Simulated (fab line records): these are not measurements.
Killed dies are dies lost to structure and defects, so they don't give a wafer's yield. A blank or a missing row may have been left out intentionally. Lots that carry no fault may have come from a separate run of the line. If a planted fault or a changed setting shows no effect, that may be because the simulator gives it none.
Matching of chambers ; flow sky130 ; 3 sister chambers for SKY_PASSIVATION_CVD_02 on pecvd-04
The step deposits Si3N4, target thk 540 nm. 3 wafers are shown with their chamber, then 12 later ones without.

WAFERS WITH THEIR CHAMBER
wafer;chamber;heater_power_w (W)
L086.4;1;735
L086.5;2;800
L086.6;0;742

WAFERS WHOSE CHAMBER IS MISSING
wafer;heater_power_w (W)
L088.3;733
L088.5;764
L088.6;716
L091.1;806
L091.5;722
L091.6;760
L094.3;729
L094.4;667
L094.6;757
L096.1;875
L096.2;770
L096.5;889

WHICH CHAMBER EACH WENT THROUGH
wafer;from the rows above;in truth
L088.3;can't be placed: 1 or 0 or 2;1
L088.5;can't be placed: 0 or 1 or 2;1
L088.6;can't be placed: 1 or 0 or 2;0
L091.1;can't be placed: 2 or 0 or 1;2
L091.5;can't be placed: 1 or 0 or 2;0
L091.6;can't be placed: 0 or 1 or 2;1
L094.3;can't be placed: 1 or 0 or 2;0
L094.4;can't be placed: 1 or 0 or 2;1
L094.6;can't be placed: 0 or 1 or 2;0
L096.1;can't be placed: 2 or 0 or 1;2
L096.2;can't be placed: 0 or 2 or 1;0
L096.5;can't be placed: 2 or 0 or 1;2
0 of 12 placed correctly. Can't be placed from these rows: 12 (the true chamber is among the candidates in 12). Wrongly placed: 0.
How it was worked out, from the rows above alone: a wafer's distance from a chamber is the root of the sum, over the readings, of the square of ((its reading less the chamber's mean) divided by the reading's scatter). The wafer belongs to the nearest chamber; if the next one is less than 2 further off, it can't be placed. A chamber's mean is the mean of its shown wafers. The scatter: root of mean squared gap, hidden wafer to nearest shown wafer, with one shown wafer a chamber.
